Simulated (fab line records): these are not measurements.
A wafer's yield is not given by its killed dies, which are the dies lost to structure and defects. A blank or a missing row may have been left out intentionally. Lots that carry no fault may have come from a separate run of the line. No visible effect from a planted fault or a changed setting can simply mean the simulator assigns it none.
One fault through the eyes of 2 desks / flow sky130 / what lay behind the numbers comes last; until then each desk has only its own

FROM THE METROLOGY DESK
Means of the sampled wafers that have a number, per lot and without regard to the tool the lot ran on: this is what the gauges read. Marked OUT: a lot whose mean sits more than 4 standard deviations from the usual mean, which makes it out of limits; the brackets give that distance.
Columns: A = SONOS_ONO_CVD_04_THK at SKY_SONOS_ONO_THK_MEAS_05, usual 5.69 nm
lot=L586; first seen here=day 11 14:35; A=5.67
lot=L588; first seen here=day 12 09:16; A=5.70
lot=L590; first seen here=day 13 00:17; A=5.84
lot=L591; first seen here=day 14 13:42; A=5.65
lot=L592; first seen here=day 14 13:42; A=5.53
lot=L594; first seen here=day 15 06:16; A=5.71
lot=L598; first seen here=day 16 10:51; A=5.67
lot=L599; first seen here=day 16 12:07; A=5.64
lot=L600; first seen here=day 17 02:23; A=5.60
lot=L602; first seen here=day 17 09:40; A=5.80
lot=L603; first seen here=day 17 16:52; A=5.66
lot=L605; first seen here=day 18 10:19; A=5.78
lot=L606; first seen here=day 18 18:10; A=5.63
lot=L608; first seen here=day 19 00:59; A=5.79
Finding of this desk: none of the 14 lots has anything out of limits.

TOOL OWNER'S DESK, iline stepper-01
The tool's own readings at SKY_CAPM_EXPOSE_09 (exposes mask CAPM, target cd 1000 nm): means of the sampled wafers that have a number, for each lot that ran on this tool. Marked OUT: a lot whose mean sits more than 4 standard deviations from the usual mean, which makes it out of limits; the brackets give that distance.
Columns: A = exposure dose mJ cm2 at SKY_CAPM_EXPOSE_09, usual 158.98; B = focus offset nm at SKY_CAPM_EXPOSE_09, usual 0.0 nm
lot=L586; first seen here=day 37 11:39; A=159.06; B=0.4
lot=L590; first seen here=day 38 14:38; A=159.06; B=0.1
lot=L594; first seen here=day 40 10:59; A=158.74; B=-0.4
lot=L598; first seen here=day 41 15:44; A=158.98; B=-0.1
lot=L602; first seen here=day 42 06:56; A=159.05; B=-0.4
lot=L603; first seen here=day 42 10:32; A=158.79; B=0.3
lot=L606; first seen here=day 43 08:44; A=159.01; B=-0.2
lot=L608; first seen here=day 43 12:35; A=159.07; B=-0.5
Finding of this desk: none of the 8 lots has anything out of limits.

PUT TOGETHER
Nothing out of limits was seen by the metrology desk.
Nothing out of limits was seen by the tool owner's desk.

WHAT WAS PUT IN BY THE SIMULATOR
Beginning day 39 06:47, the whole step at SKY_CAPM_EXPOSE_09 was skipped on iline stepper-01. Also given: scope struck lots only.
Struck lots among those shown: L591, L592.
